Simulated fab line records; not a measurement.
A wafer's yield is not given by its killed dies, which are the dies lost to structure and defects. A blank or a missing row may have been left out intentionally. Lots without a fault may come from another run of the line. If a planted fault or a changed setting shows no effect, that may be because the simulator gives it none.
Struck lot and sound lot, side by side	flow sky130	15 steps out of a route of 708
Sound: these wafers, L653.2, L653.4, L653.6. Struck: wafer L657.2. (L657.4, L657.6 of the same lot were not struck and are left out.) The cause comes at the end.
Order at every step that has rows: each side's tool, ch and its chambers, its first start. Under that, the readings that differ: sound wafers	struck wafers	difference of the means	sigmas: that difference in standard deviations of wafers without a fault.
alike: words and numbers the same on both sides, and readings whose means are apart by under 2 such deviations; not compared: readings that were withheld, readings missing a value for some wafer, numbers with overlapping values and no deviation given by the record, and bounds like >300 which may hide the same value.
Wherever a step has rows on one side only, a row that says differs or no value, or a row with sigmas, the two part there. Numbers that have no deviation but don't overlap get no sigmas and don't part them. A reading missing from all wafers of one side parts the sides only when that side holds two or more wafers.

SKY_LOCAL_INTERCONNECT_RS_MEAS_01: uses a four-point probe to measure.
  sound: film metro-04 at day 30 22:08; struck: film metro-04 at day 33 05:08
  alike: LOCAL_INTERCONNECT_TIN_RS
SKY_LOCAL_INTERCONNECT_THK_MEAS_02: measures by xrf.
  sound: film metro-04 at day 30 22:14; struck: film metro-04 at day 33 05:14
  alike: LOCAL_INTERCONNECT_TIN_THK
then, 8 steps without rows for these wafers: SKY_LOCAL_INTERCONNECT_DEHYDRATE_03 (time 60 s); SKY_LOCAL_INTERCONNECT_HMDS_04 (prime time 60 s); SKY_LOCAL_INTERCONNECT_COAT_05 (resist thk 60 nm); SKY_LOCAL_INTERCONNECT_COAT_06 (resist thk 450 nm); SKY_LOCAL_INTERCONNECT_SOFTBAKE_07 (time 90 s); SKY_LOCAL_INTERCONNECT_EXPOSE_08 (exposes mask LI1M, target cd 170 nm); SKY_LOCAL_INTERCONNECT_PEB_09; SKY_LOCAL_INTERCONNECT_DEVELOP_10 (develop time 60 s).
SKY_LOCAL_INTERCONNECT_CD_MEAS_11: the cd target is 170 nm.
  sound: cd sem-01 at day 32 02:21; struck: cd sem-02 at day 34 07:57
reading	sound	struck	difference	sigmas
cd nm (nm)	166.5 165.8 166.4	171.1	+4.9	+3
SKY_LOCAL_INTERCONNECT_OVL_MEAS_12:
  sound: overlay-01 at day 32 02:28; struck: overlay-02 at day 34 08:04
  alike: LOCAL_INTERCONNECT_OVL
SKY_LOCAL_INTERCONNECT_ETCH_13: etches BARC in N2/H2, stops on SiO2, time 45.9 s, target depth 60 nm.
  sound on rie metal-04 ch 1, day 32 02:29; struck on rie metal-03 ch 1, day 34 08:05
reading	sound	struck	difference	sigmas
bias w (W)	100.22 99.86 100.02	97.16	-2.87	-11
drypump motor current A (A)	5.2 5.2 5.2	6.3	+1.1	+3
  alike: oes product au, throttle valve pct
  not compared: rf hours counter h
SKY_LOCAL_INTERCONNECT_METAL_ETCH_14: etches TiN in Cl2/BCl3, stops on PSG, target depth 110 nm, time 31.4 s.
  sound on rie metal-04 ch 1, day 32 02:33; struck on rie metal-03 ch 1, day 34 08:09
reading	sound	struck	difference	sigmas
drypump motor current A (A)	5.2 5.2 5.2	6.3	+1.1	+3
  alike: bias w, oes product au, throttle valve pct
  not compared: rf hours counter h
-- here the record skips 14 days between the struck wafers' starts before and after, leaving off in module LOCAL_INTERCONNECT and picking up in module PAD_OPEN (first step shown: number 708 of the route) --
SKY_PAD_OPEN_PROBE_99:
  sound: prober-02 at day 47 00:10; struck: prober-01 at day 48 14:13
  alike: killed_at_M0_to_M3, killed_at_M4_up, killed at contacts, killed at front end, killed at other, killed dies, killed open, killed short

== WHERE THEY PART ==
Last at SKY_LOCAL_INTERCONNECT_METAL_ETCH_14 as far as this record goes, first at SKY_LOCAL_INTERCONNECT_CD_MEAS_11. Later steps at which nothing parts them and some readings are alike: SKY_PAD_OPEN_PROBE_99.

WHY: what the simulator had put in
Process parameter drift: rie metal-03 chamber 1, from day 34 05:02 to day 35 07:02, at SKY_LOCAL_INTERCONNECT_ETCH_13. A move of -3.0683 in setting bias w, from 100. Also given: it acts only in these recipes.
